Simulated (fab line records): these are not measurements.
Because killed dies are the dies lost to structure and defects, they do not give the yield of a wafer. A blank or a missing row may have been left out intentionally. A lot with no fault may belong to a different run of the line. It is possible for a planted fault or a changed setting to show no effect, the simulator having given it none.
fab line records | flow sky130
record lots=5 | wafers=15 | lastDay=50
route steps=708 shown METAL5@661 PASSIVATION@681
lots that met no fault: from a run of the same line without faults
startH: hours from the record's opening day to when the first of the lot's shown wafers began | waitH: hours from the lot's prior step to this one | " as in the row above | L1.1+2: one row covering several wafers at once | - no value, or no start was given | * or withheld: withheld | < > ~ a bound
route shown NAME@n: names a module that has steps shown in the file, with the first one's number in the route | usual: average and standard deviation across the fault-free wafers | same: alike in all rows | chamber/n: place in a boat | sites: readings site by site | _std_site: their standard deviation | _edge_site: the outer-site mean with the inner-site mean subtracted | radiusMm: for every site, how far away it sits from the centre of the wafer | mask NAME#n: copy n | behind: the tool/chamber that last shaped the wafer | hold: the reason the lot was held/the length of the hold in hours/how it ended | device: transistor that didn't switch, given as n, p or np | end of line: the same wafers' tests at the end of the route | step lacking rows: just its recipe | killed: the dies lost at the first sort to structure and to defects; this is not the yield of the wafer | map: per-die view of a wafer (x killed, . not killed, _ where there is no die)
set.NAME: the setting as run; set.NAME@STEP: as run at that earlier step | model.NAME: the simulator's own value behind a step, which no gauge read
certain route steps with their lots: each step a table, each wafer a row
services: a tool's chamber out of use, with start hour (startH, from the record's first day; less than 0 if before it), hours out, and reason
## steps
# step SKY_METAL5_SPUTTER_00
# recipe material=Ti | targetThkNm=15 | powerW=3000 | timeS=10 | chamberPressurePa=0.4
# usual throttleValvePct=30.2/1.2
lot.wafer | tool          | chamber | startH  | waitH | throttleValvePct
L079.2    | pvdSputter-01 | -       | 1045.04 | 0.2   | 30.3
L079.3    | "             | -       | "       | "     | 28.4
L079.4    | "             | -       | "       | "     | 32.8
L083.2    | pvdSputter-03 | -       | 1078.00 | 0.2   | 31.0
L083.3    | "             | -       | "       | "     | 29.6
L083.4    | "             | -       | "       | "     | 30.5
L088.2    | pvdSputter-01 | -       | 1125.44 | 0.1   | 33.0
L088.4    | "             | -       | "       | "     | 29.8
L088.6    | "             | -       | "       | "     | 32.8
L094.2    | pvdSputter-04 | -       | 1138.54 | 0.1   | 29.7
L094.3    | "             | -       | "       | "     | 31.0
L094.5    | "             | -       | "       | "     | 31.1
L097.2    | pvdSputter-04 | -       | 1158.25 | 0.2   | 30.1
L097.3    | "             | -       | "       | "     | 29.8
L097.5    | "             | -       | "       | "     | 29.6
# step SKY_METAL5_SPUTTER_01
# recipe material=TiN | targetThkNm=20 | powerW=6500 | timeS=16.7 | chamberPressurePa=0.4
# usual throttleValvePct=30.2/1.2
lot.wafer | tool          | chamber | startH  | waitH | throttleValvePct
L079.2    | pvdSputter-01 | -       | 1045.06 | 0.0   | 30.1
L079.3    | "             | -       | "       | "     | 28.7
L079.4    | "             | -       | "       | "     | 32.9
L083.2    | pvdSputter-03 | -       | 1078.02 | 0.0   | 30.9
L083.3    | "             | -       | "       | "     | 29.4
L083.4    | "             | -       | "       | "     | 30.6
L088.2    | pvdSputter-01 | -       | 1125.47 | 0.0   | 32.9
L088.4    | "             | -       | "       | "     | 29.4
L088.6    | "             | -       | "       | "     | 32.4
L094.2    | pvdSputter-04 | -       | 1138.57 | 0.0   | 29.8
L094.3    | "             | -       | "       | "     | 31.0
L094.5    | "             | -       | "       | "     | 31.0
L097.2    | pvdSputter-04 | -       | 1158.28 | 0.0   | 29.6
L097.3    | "             | -       | "       | "     | 29.7
L097.5    | "             | -       | "       | "     | 29.6
# step SKY_METAL5_SPUTTER_02
# recipe material=AlCu | targetThkNm=1150 | powerW=10600 | timeS=61.2 | chamberPressurePa=0.4
# usual throttleValvePct=30.2/1.2
lot.wafer | tool          | chamber | startH  | waitH | throttleValvePct
L079.2    | pvdSputter-01 | -       | 1045.09 | 0.0   | 30.1
L079.3    | "             | -       | "       | "     | 28.4
L079.4    | "             | -       | "       | "     | 32.8
L083.2    | pvdSputter-03 | -       | 1078.05 | 0.0   | 31.0
L083.3    | "             | -       | "       | "     | 29.7
L083.4    | "             | -       | "       | "     | 30.6
L088.2    | pvdSputter-01 | -       | 1125.49 | 0.0   | 32.7
L088.4    | "             | -       | "       | "     | 29.8
L088.6    | "             | -       | "       | "     | 32.8
L094.2    | pvdSputter-04 | -       | 1138.59 | 0.0   | 29.8
L094.3    | "             | -       | "       | "     | 31.3
L094.5    | "             | -       | "       | "     | 31.3
L097.2    | pvdSputter-04 | -       | 1158.30 | 0.0   | 29.9
L097.3    | "             | -       | "       | "     | 29.9
L097.5    | "             | -       | "       | "     | 29.6
# step SKY_METAL5_SPUTTER_03
# recipe material=Ti | targetThkNm=5 | powerW=3000 | timeS=3.3 | chamberPressurePa=0.4
# usual throttleValvePct=30.2/1.2
lot.wafer | tool          | chamber | startH  | waitH | throttleValvePct
L079.2    | pvdSputter-01 | -       | 1045.14 | 0.0   | 30.4
L079.3    | "             | -       | "       | "     | 28.5
L079.4    | "             | -       | "       | "     | 33.0
L083.2    | pvdSputter-03 | -       | 1078.10 | 0.0   | 31.1
L083.3    | "             | -       | "       | "     | 29.5
L083.4    | "             | -       | "       | "     | 30.8
L088.2    | pvdSputter-01 | -       | 1125.54 | 0.0   | 32.7
L088.4    | "             | -       | "       | "     | 29.4
L088.6    | "             | -       | "       | "     | 32.9
L094.2    | pvdSputter-04 | -       | 1138.64 | 0.0   | 29.8
L094.3    | "             | -       | "       | "     | 30.9
L094.5    | "             | -       | "       | "     | 31.2
L097.2    | pvdSputter-04 | -       | 1158.35 | 0.0   | 29.8
L097.3    | "             | -       | "       | "     | 29.8
L097.5    | "             | -       | "       | "     | 29.6
# step SKY_METAL5_SPUTTER_04
# recipe material=TiN | targetThkNm=70 | powerW=6500 | timeS=58.3 | chamberPressurePa=0.4
# usual throttleValvePct=30.2/1.2
lot.wafer | tool          | chamber | startH  | waitH | throttleValvePct
L079.2    | pvdSputter-01 | -       | 1045.16 | 0.0   | 30.4
L079.3    | "             | -       | "       | "     | 28.4
L079.4    | "             | -       | "       | "     | 32.8
L083.2    | pvdSputter-03 | -       | 1078.12 | 0.0   | 30.9
L083.3    | "             | -       | "       | "     | 29.5
L083.4    | "             | -       | "       | "     | 30.5
L088.2    | pvdSputter-01 | -       | 1125.56 | 0.0   | 32.8
L088.4    | "             | -       | "       | "     | 29.6
L088.6    | "             | -       | "       | "     | 33.0
L094.2    | pvdSputter-04 | -       | 1138.66 | 0.0   | 29.7
L094.3    | "             | -       | "       | "     | 31.3
L094.5    | "             | -       | "       | "     | 31.1
L097.2    | pvdSputter-04 | -       | 1158.37 | 0.0   | 29.7
L097.3    | "             | -       | "       | "     | 30.2
L097.5    | "             | -       | "       | "     | 29.8
# step SKY_METAL5_RS_MEAS_05
# recipe thkMeasGauge=four-point-probe | reads=TiN_of_METAL5_SPUTTER_04+Ti_of_METAL5_SPUTTER_03+AlCu_of_METAL5_SPUTTER_02+TiN_of_METAL5_SPUTTER_01+Ti_of_METAL5_SPUTTER_00
# usual METAL5_ALCU_RS=0.02689/0.00028
lot.wafer | tool         | chamber | startH  | waitH | METAL5_ALCU_RS[ohm/sq]
L079.2    | filmMetro-02 | -       | 1045.22 | 0.0   | 0.02634
L079.3    | "            | -       | "       | "     | 0.02679
L079.4    | "            | -       | "       | "     | 0.0267
L083.2    | filmMetro-01 | -       | 1078.19 | 0.0   | 0.02691
L083.3    | "            | -       | "       | "     | 0.02675
L083.4    | "            | -       | "       | "     | 0.0267
L088.2    | filmMetro-01 | -       | 1125.63 | 0.0   | 0.02695
L088.4    | "            | -       | "       | "     | 0.02681
L088.6    | "            | -       | "       | "     | 0.0268
L094.2    | filmMetro-02 | -       | 1138.73 | 0.0   | 0.02686
L094.3    | "            | -       | "       | "     | 0.02718
L094.5    | "            | -       | "       | "     | 0.02707
L097.2    | filmMetro-01 | -       | 1158.44 | 0.0   | 0.0269
L097.3    | "            | -       | "       | "     | 0.02712
L097.5    | "            | -       | "       | "     | 0.02714
# step SKY_METAL5_THK_MEAS_06
# recipe thkMeasGauge=xrf | reads=AlCu_of_METAL5_SPUTTER_02
# usual METAL5_ALCU_THK=1150/14
lot.wafer | tool         | chamber | startH  | waitH | METAL5_ALCU_THK[nm]
L079.2    | filmMetro-02 | -       | 1045.33 | 0.1   | 1174
L079.3    | "            | -       | "       | "     | 1162
L079.4    | "            | -       | "       | "     | 1157
L083.2    | filmMetro-01 | -       | 1078.30 | 0.1   | 1145
L083.3    | "            | -       | "       | "     | 1159
L083.4    | "            | -       | "       | "     | 1160
L088.2    | filmMetro-01 | -       | 1125.74 | 0.1   | 1151
L088.4    | "            | -       | "       | "     | 1148
L088.6    | "            | -       | "       | "     | 1151
L094.2    | filmMetro-02 | -       | 1138.84 | 0.1   | 1146
L094.3    | "            | -       | "       | "     | 1136
L094.5    | "            | -       | "       | "     | 1136
L097.2    | filmMetro-01 | -       | 1158.55 | 0.1   | 1151
L097.3    | "            | -       | "       | "     | 1129
L097.5    | "            | -       | "       | "     | 1137
# step SKY_METAL5_DEHYDRATE_07
# recipe tempC=200 | timeS=60
# usual exhaustPa=45.1/0.84
lot.wafer | tool          | chamber | startH  | waitH | exhaustPa
L079.2    | lithoTrack-03 | 0       | 1055.60 | 10.3  | 45.0
L079.3    | "             | 0       | "       | "     | 44.3
L079.4    | "             | 0       | "       | "     | 45.0
L083.2    | lithoTrack-01 | 0       | 1087.34 | 9.0   | 43.7
L083.3    | "             | 0       | "       | "     | 44.0
L083.4    | "             | 0       | "       | "     | 45.9
L088.2    | lithoTrack-01 | 0       | 1134.09 | 8.3   | 45.9
L088.4    | "             | 0       | "       | "     | 45.4
L088.6    | "             | 0       | "       | "     | 45.0
L094.2    | lithoTrack-03 | 0       | 1147.40 | 8.5   | 44.8
L094.3    | "             | 0       | "       | "     | 45.4
L094.5    | "             | 0       | "       | "     | 44.5
L097.2    | lithoTrack-01 | 0       | 1167.09 | 8.5   | 45.4
L097.3    | "             | 0       | "       | "     | 44.9
L097.5    | "             | 0       | "       | "     | 45.3
# step SKY_METAL5_HMDS_08
# recipe primeTimeS=60 | primeTempC=120
# usual exhaustPa=45.0/0.9
lot.wafer | tool          | chamber | startH  | waitH | exhaustPa
L079.2    | lithoTrack-03 | 0       | 1055.75 | 0.1   | 44.8
L079.3    | "             | 0       | "       | "     | 44.1
L079.4    | "             | 0       | "       | "     | 45.6
L083.2    | lithoTrack-01 | 0       | 1087.49 | 0.1   | 43.9
L083.3    | "             | 0       | "       | "     | 44.5
L083.4    | "             | 0       | "       | "     | 44.8
L088.2    | lithoTrack-01 | 0       | 1134.24 | 0.1   | 44.1
L088.4    | "             | 0       | "       | "     | 43.5
L088.6    | "             | 0       | "       | "     | 42.6
L094.2    | lithoTrack-03 | 0       | 1147.55 | 0.1   | 46.1
L094.3    | "             | 0       | "       | "     | 46.4
L094.5    | "             | 0       | "       | "     | 45.7
L097.2    | lithoTrack-01 | 0       | 1167.24 | 0.1   | 45.6
L097.3    | "             | 0       | "       | "     | 45.2
L097.5    | "             | 0       | "       | "     | 45.4
# step SKY_METAL5_COAT_09
# recipe resist=NOVOLAK | spinRpm=3000 | resistThkNm=1800
# usual exhaustPa=45.0/0.92
lot.wafer | tool          | chamber | startH  | waitH | exhaustPa
L079.2    | lithoTrack-03 | 0       | 1055.90 | 0.1   | 47.1
L079.3    | "             | 0       | "       | "     | 45.1
L079.4    | "             | 0       | "       | "     | 43.6
L083.2    | lithoTrack-01 | 0       | 1087.64 | 0.1   | 45.2
L083.3    | "             | 0       | "       | "     | 43.7
L083.4    | "             | 0       | "       | "     | 45.2
L088.2    | lithoTrack-01 | 0       | 1134.39 | 0.1   | 43.8
L088.4    | "             | 0       | "       | "     | 46.5
L088.6    | "             | 0       | "       | "     | 46.1
L094.2    | lithoTrack-03 | 0       | 1147.70 | 0.1   | 43.9
L094.3    | "             | 0       | "       | "     | 44.9
L094.5    | "             | 0       | "       | "     | 43.9
L097.2    | lithoTrack-01 | 0       | 1167.39 | 0.1   | 45.3
L097.3    | "             | 0       | "       | "     | 45.0
L097.5    | "             | 0       | "       | "     | 44.1
# step SKY_METAL5_SOFTBAKE_10
# recipe tempC=90 | timeS=60 | resist=NOVOLAK
# usual exhaustPa=44.9/0.84
lot.wafer | tool          | chamber | startH  | waitH | exhaustPa
L079.2    | lithoTrack-03 | 0       | 1056.05 | 0.1   | 44.3
L079.3    | "             | 0       | "       | "     | 44.5
L079.4    | "             | 0       | "       | "     | 44.7
L083.2    | lithoTrack-01 | 0       | 1087.79 | 0.1   | 46.1
L083.3    | "             | 0       | "       | "     | 44.0
L083.4    | "             | 0       | "       | "     | 45.4
L088.2    | lithoTrack-01 | 0       | 1134.54 | 0.1   | 45.9
L088.4    | "             | 0       | "       | "     | 46.6
L088.6    | "             | 0       | "       | "     | 44.2
L094.2    | lithoTrack-03 | 0       | 1147.85 | 0.1   | 44.8
L094.3    | "             | 0       | "       | "     | 44.1
L094.5    | "             | 0       | "       | "     | 43.3
L097.2    | lithoTrack-01 | 0       | 1167.54 | 0.1   | 44.5
L097.3    | "             | 0       | "       | "     | 45.1
L097.5    | "             | 0       | "       | "     | 44.8
# step SKY_METAL5_EXPOSE_11
# recipe maskId=MM5 | na=0.6 | sourceShape=conventional | sigmaOuter=0.6 | polarization=unpolarized | targetCdNm=1600 | doseMj=190
lot.wafer  | tool            | chamber | startH | waitH | mask
L079.2+3+4 | ilineStepper-01 | 0       | -      | -     | MM5#0
L083.2+3+4 | ilineStepper-01 | 0       | -      | -     | MM5#0
L088.2+4+6 | ilineStepper-02 | 0       | -      | -     | MM5#0
L094.2+3+5 | ilineStepper-01 | 0       | -      | -     | MM5#0
L097.2+3+5 | ilineStepper-01 | 0       | -      | -     | MM5#0
# step SKY_METAL5_PEB_12
# recipe tempC=withheld | timeS=* | resist=NOVOLAK
# usual exhaustPa=45.0/0.95
lot.wafer | tool          | chamber | startH | waitH | exhaustPa
L079.2    | lithoTrack-03 | 0       | -      | -     | 45.1
L079.3    | "             | 0       | "      | "     | 45.2
L079.4    | "             | 0       | "      | "     | 46.1
L083.2    | lithoTrack-02 | 0       | -      | -     | 45.1
L083.3    | "             | 0       | "      | "     | 43.5
L083.4    | "             | 0       | "      | "     | 45.2
L088.2    | lithoTrack-03 | 0       | -      | -     | 45.0
L088.4    | "             | 0       | "      | "     | 45.5
L088.6    | "             | 0       | "      | "     | 46.0
L094.2    | lithoTrack-03 | 0       | -      | -     | 46.3
L094.3    | "             | 0       | "      | "     | 45.3
L094.5    | "             | 0       | "      | "     | 46.0
L097.2    | lithoTrack-01 | 0       | -      | -     | 45.0
L097.3    | "             | 0       | "      | "     | 45.3
L097.5    | "             | 0       | "      | "     | 45.1
# step SKY_METAL5_DEVELOP_13
# recipe resist=NOVOLAK | developer=TMAH | developTimeS=60 | devTempC=23
# usual exhaustPa=45.1/0.92
lot.wafer | tool          | chamber | startH  | waitH | exhaustPa
L079.2    | lithoTrack-03 | 0       | 1066.35 | 0.1   | 46.7
L079.3    | "             | 0       | "       | "     | 44.8
L079.4    | "             | 0       | "       | "     | 45.7
L083.2    | lithoTrack-02 | 0       | 1098.48 | 0.1   | 44.3
L083.3    | "             | 0       | "       | "     | 42.3
L083.4    | "             | 0       | "       | "     | 43.8
L088.2    | lithoTrack-03 | 0       | 1144.55 | 0.1   | 45.5
L088.4    | "             | 0       | "       | "     | 44.5
L088.6    | "             | 0       | "       | "     | 44.7
L094.2    | lithoTrack-03 | 0       | 1156.80 | 0.1   | 45.3
L094.3    | "             | 0       | "       | "     | 42.6
L094.5    | "             | 0       | "       | "     | 45.0
L097.2    | lithoTrack-01 | 0       | 1175.99 | 0.1   | 45.0
L097.3    | "             | 0       | "       | "     | 46.5
L097.5    | "             | 0       | "       | "     | 44.9
# step SKY_METAL5_DESCUM_14
# recipe chemistry=O2 | sourcePowerW=150 | biasPowerW=0 | pressureMtorr=10 | tempC=40 | timeS=11
# usual drypumpMotorCurrentA=5.6/0.46 | oesProductAu=0.998/0.0061
lot.wafer | tool        | chamber | startH  | waitH | drypumpMotorCurrentA | oesProductAu | rfHoursCounterH
L079.2    | rieMetal-03 | 1       | 1066.47 | 0.1   | 5.2                  | 0.992        | 11
L079.3    | "           | 0       | "       | "     | 6.0                  | 0.991        | -
L079.4    | "           | 1       | "       | "     | 5.2                  | 0.994        | -
L083.2    | rieMetal-02 | 1       | 1098.60 | 0.1   | 5.1                  | 0.995        | 11
L083.3    | "           | 0       | "       | "     | 5.7                  | 0.985        | -
L083.4    | "           | 1       | "       | "     | 5.1                  | 0.994        | -
L088.2    | rieMetal-02 | 1       | 1144.67 | 0.1   | 5.1                  | 1.007        | 15
L088.4    | "           | 1       | "       | "     | 5.1                  | 0.999        | -
L088.6    | "           | 0       | "       | "     | 5.8                  | 1.003        | -
L094.2    | rieMetal-02 | 0       | 1156.92 | 0.1   | 5.7                  | 1.001        | 27
L094.3    | "           | 1       | "       | "     | 5.1                  | 1.003        | -
L094.5    | "           | 0       | "       | "     | 5.8                  | 0.997        | -
L097.2    | rieMetal-01 | 1       | 1176.12 | 0.1   | 5.2                  | 1.000        | 27
L097.3    | "           | 0       | "       | "     | 6.3                  | 1.003        | -
L097.5    | "           | 0       | "       | "     | 6.3                  | 1.000        | -
# step SKY_METAL5_METAL_ETCH_15
# recipe targetDepthA=12600 | stopOn=SiO2 | overEtchFrac=0.2 | timeS=252 | chemistry=Cl2/BCl3 | resistSidewallDeg=86 | pressureMtorr=10 | icpW=900 | biasW=48.5 | Cl2_flow_sccm=60 | bcl3FlowSccm=30
# usual drypumpMotorCurrentA=5.6/0.46 | oesProductAu=0.894/0.0048 | throttleValvePct=22.264/0.0086
lot.wafer | tool        | chamber | startH  | waitH | drypumpMotorCurrentA | oesProductAu | rfHoursCounterH | throttleValvePct
L079.2    | rieMetal-03 | 1       | 1066.51 | 0.0   | 5.2                  | 0.896        | 11              | 22.276
L079.3    | "           | 0       | "       | "     | 6.0                  | 0.897        | -               | 22.275
L079.4    | "           | 1       | "       | "     | 5.2                  | 0.897        | -               | 22.263
L083.2    | rieMetal-02 | 1       | 1098.64 | 0.0   | 5.1                  | 0.894        | 11              | 22.272
L083.3    | "           | 0       | "       | "     | 5.7                  | 0.892        | -               | 22.254
L083.4    | "           | 1       | "       | "     | 5.1                  | 0.897        | -               | 22.262
L088.2    | rieMetal-02 | 1       | 1144.71 | 0.0   | 5.1                  | 0.888        | 15              | 22.278
L088.4    | "           | 1       | "       | "     | 5.1                  | 0.891        | -               | 22.270
L088.6    | "           | 0       | "       | "     | 5.8                  | 0.892        | -               | 22.266
L094.2    | rieMetal-02 | 0       | 1156.96 | 0.0   | 5.7                  | 0.896        | 27              | 22.260
L094.3    | "           | 1       | "       | "     | 5.1                  | 0.888        | -               | 22.261
L094.5    | "           | 0       | "       | "     | 5.7                  | 0.897        | -               | 22.265
L097.2    | rieMetal-01 | 1       | 1176.16 | 0.0   | 5.2                  | 0.890        | 27              | 22.250
L097.3    | "           | 0       | "       | "     | 6.3                  | 0.893        | -               | 22.259
L097.5    | "           | 0       | "       | "     | 6.3                  | 0.893        | -               | 22.282
# step SKY_METAL5_STRIP_16
# recipe chemistry=O2/N2 | powerW=1400 | pressureMtorr=1500 | platenTempC=withheld | o2FlowSccm=3000 | n2FlowSccm=300 | overashFraction=0.5
# usual drypumpMotorCurrentA=5.9/0.52 | oesProductAu=0.710/0.0043 | stripTimeToEndpointS=13.12/0.088
lot.wafer | tool           | chamber | startH  | waitH | drypumpMotorCurrentA | oesProductAu | rfHoursCounterH | stripTimeToEndpointS
L079.2    | plasmaAsher-01 | 0       | 1066.74 | 0.2   | 5.4                  | 0.712        | 32              | 13.19
L079.3    | "              | 0       | "       | "     | 5.4                  | 0.715        | -               | 13.24
L079.4    | "              | 1       | "       | "     | 5.9                  | 0.715        | -               | 13.21
L083.2    | plasmaAsher-02 | 0       | 1098.87 | 0.2   | 6.4                  | 0.700        | 3               | 13.02
L083.3    | "              | 1       | "       | "     | 6.3                  | 0.710        | -               | 13.15
L083.4    | "              | 0       | "       | "     | 6.4                  | 0.712        | -               | 12.95
L088.2    | plasmaAsher-04 | 1       | 1144.94 | 0.2   | 5.0                  | 0.705        | 70              | 13.21
L088.4    | "              | 1       | "       | "     | 5.0                  | 0.718        | -               | 13.16
L088.6    | "              | 1       | "       | "     | 5.1                  | 0.716        | -               | 13.11
L094.2    | plasmaAsher-04 | 1       | 1157.19 | 0.2   | 5.1                  | 0.704        | 72              | 13.07
L094.3    | "              | 1       | "       | "     | 5.1                  | 0.708        | -               | 13.07
L094.5    | "              | 0       | "       | "     | 6.3                  | 0.710        | -               | 13.04
L097.2    | plasmaAsher-02 | 1       | 1176.47 | 0.2   | 6.3                  | 0.703        | 11              | 13.14
L097.3    | "              | 1       | "       | "     | 6.3                  | 0.711        | -               | 13.19
L097.5    | "              | 1       | "       | "     | 6.3                  | 0.707        | -               | 13.09
# step SKY_METAL5_STRIP_17
# recipe chemistry=postEtchResidueRemover | timeS=1200 | tempC=72.5
lot.wafer  | tool        | chamber | startH  | waitH
L079.2+3+4 | wetBench-04 | 1       | 1066.89 | 0.1
L083.2+3+4 | wetBench-04 | 2       | 1098.97 | 0.1
L088.2+4+6 | wetBench-04 | 0       | 1145.04 | 0.1
L094.2+3+5 | wetBench-02 | 3       | 1157.29 | 0.1
L097.2+3+5 | wetBench-03 | 2       | 1176.57 | 0.1
# step SKY_METAL5_CLEAN_18
# recipe chemistry=IPA | timeS=180 | tempC=25
lot.wafer  | tool        | chamber | startH  | waitH
L079.2+3+4 | wetBench-02 | 2       | 1067.29 | 0.1
L083.2+3+4 | wetBench-02 | 0       | 1099.31 | 0.0
L088.2+4+6 | wetBench-04 | 2       | 1145.41 | 0.0
L094.2+3+5 | wetBench-04 | 2       | 1157.63 | 0.0
L097.2+3+5 | wetBench-04 | 1       | 1176.92 | 0.0
# step SKY_METAL5_CLEAN_19
# recipe chemistry=O3/DIW | dry=n2Spin
lot.wafer  | tool        | chamber | startH  | waitH
L079.2+3+4 | wetBench-04 | 1       | 1067.34 | 0.0
L083.2+3+4 | wetBench-04 | 3       | 1099.37 | 0.0
L088.2+4+6 | wetBench-04 | 1       | 1145.48 | 0.0
L094.2+3+5 | wetBench-03 | 2       | 1157.69 | 0.0
L097.2+3+5 | wetBench-02 | 2       | 1177.03 | 0.0
# step SKY_PASSIVATION_CVD_00
# recipe material=SiO2 | targetThkNm=90 | tempC=400 | timeS=withheld | rfW=600
# usual heaterPowerW=691/96 | susceptorTempC=400.03/0.23
lot.wafer | tool     | chamber | startH  | waitH | heaterPowerW | susceptorTempC
L079.2    | pecvd-03 | 1       | 1067.44 | 0.0   | 640          | 399.66
L079.3    | "        | 0       | "       | "     | 699          | 399.88
L079.4    | "        | 1       | "       | "     | 642          | 400.01
L083.2    | pecvd-04 | 0       | 1099.46 | 0.0   | 652          | 399.92
L083.3    | "        | 1       | "       | "     | 811          | 400.07
L083.4    | "        | 0       | "       | "     | 654          | 400.17
L088.2    | pecvd-02 | 1       | 1145.58 | 0.0   | 817          | 399.99
L088.4    | "        | 2       | "       | "     | 541          | 400.35
L088.6    | "        | 1       | "       | "     | 835          | 399.86
L094.2    | pecvd-04 | 1       | 1157.78 | 0.0   | 694          | 399.84
L094.3    | "        | 0       | "       | "     | 614          | 400.07
L094.5    | "        | 0       | "       | "     | 599          | 399.66
L097.2    | pecvd-02 | 1       | 1177.12 | 0.0   | 762          | 400.07
L097.3    | "        | 2       | "       | "     | 593          | 400.06
L097.5    | "        | 1       | "       | "     | 771          | 399.99
# step SKY_PASSIVATION_THK_MEAS_01
# recipe reads=SiO2_of_PASSIVATION_CVD_00
# usual PASSIVATION_CVD_00_THK=90.2/1.2
lot.wafer | tool         | chamber | startH  | waitH | PASSIVATION_CVD_00_THK[nm]
L079.2    | filmMetro-02 | -       | 1067.47 | -     | 89.8
L079.3    | "            | -       | "       | "     | 90.1
L079.4    | "            | -       | "       | "     | 91.3
L083.2    | filmMetro-04 | -       | 1099.50 | -     | 88.0
L083.3    | "            | -       | "       | "     | 87.8
L083.4    | "            | -       | "       | "     | 88.9
L088.2    | filmMetro-02 | -       | 1145.61 | -     | 90.3
L088.4    | "            | -       | "       | "     | 91.1
L088.6    | "            | -       | "       | "     | 91.3
L094.2    | filmMetro-04 | -       | 1157.81 | -     | 89.4
L094.3    | "            | -       | "       | "     | 89.4
L094.5    | "            | -       | "       | "     | 91.6
L097.2    | filmMetro-03 | -       | 1177.16 | -     | 88.6
L097.3    | "            | -       | "       | "     | 88.4
L097.5    | "            | -       | "       | "     | 91.0
## services
tool            | chamber | startH  | hours | kind
plasmaAsher-01  | -       | 1022.95 | 4.7   | repair
rieMetal-03     | -       | 1042.06 | 2.8   | pm
rieMetal-02     | 1       | 1042.39 | 22.7  | repair
rieMetal-02     | -       | 1043.35 | 14.6  | pm
plasmaAsher-01  | -       | 1047.35 | 2.8   | pm
pecvd-03        | -       | 1051.53 | 2.8   | pm
plasmaAsher-02  | -       | 1055.25 | 9.0   | pm
plasmaAsher-02  | 0       | 1055.25 | 9.0   | ventCycle
plasmaAsher-02  | 1       | 1055.25 | 9.0   | ventCycle
pvdSputter-04   | -       | 1058.58 | 2.6   | repair
pecvd-04        | 2       | 1062.23 | 22.9  | repair
pvdSputter-04   | -       | 1064.15 | 0.6   | repair
plasmaAsher-02  | 0       | 1064.25 | -     | clean
plasmaAsher-02  | 1       | 1064.25 | -     | clean
pecvd-02        | -       | 1066.22 | 1.1   | repair
wetBench-03     | -       | 1066.33 | 2.4   | repair
rieMetal-02     | -       | 1071.00 | 2.8   | pm
ilineStepper-02 | -       | 1071.01 | 1.0   | repair
ilineStepper-02 | -       | 1082.45 | 8.9   | pm
pecvd-02        | -       | 1097.80 | 2.8   | pm
plasmaAsher-01  | -       | 1101.67 | 8.0   | repair
ilineStepper-02 | -       | 1116.04 | 1.7   | pm
rieMetal-01     | -       | 1127.19 | 1.4   | pm
ilineStepper-01 | -       | 1170.14 | 1.7   | pm
## key
fault none
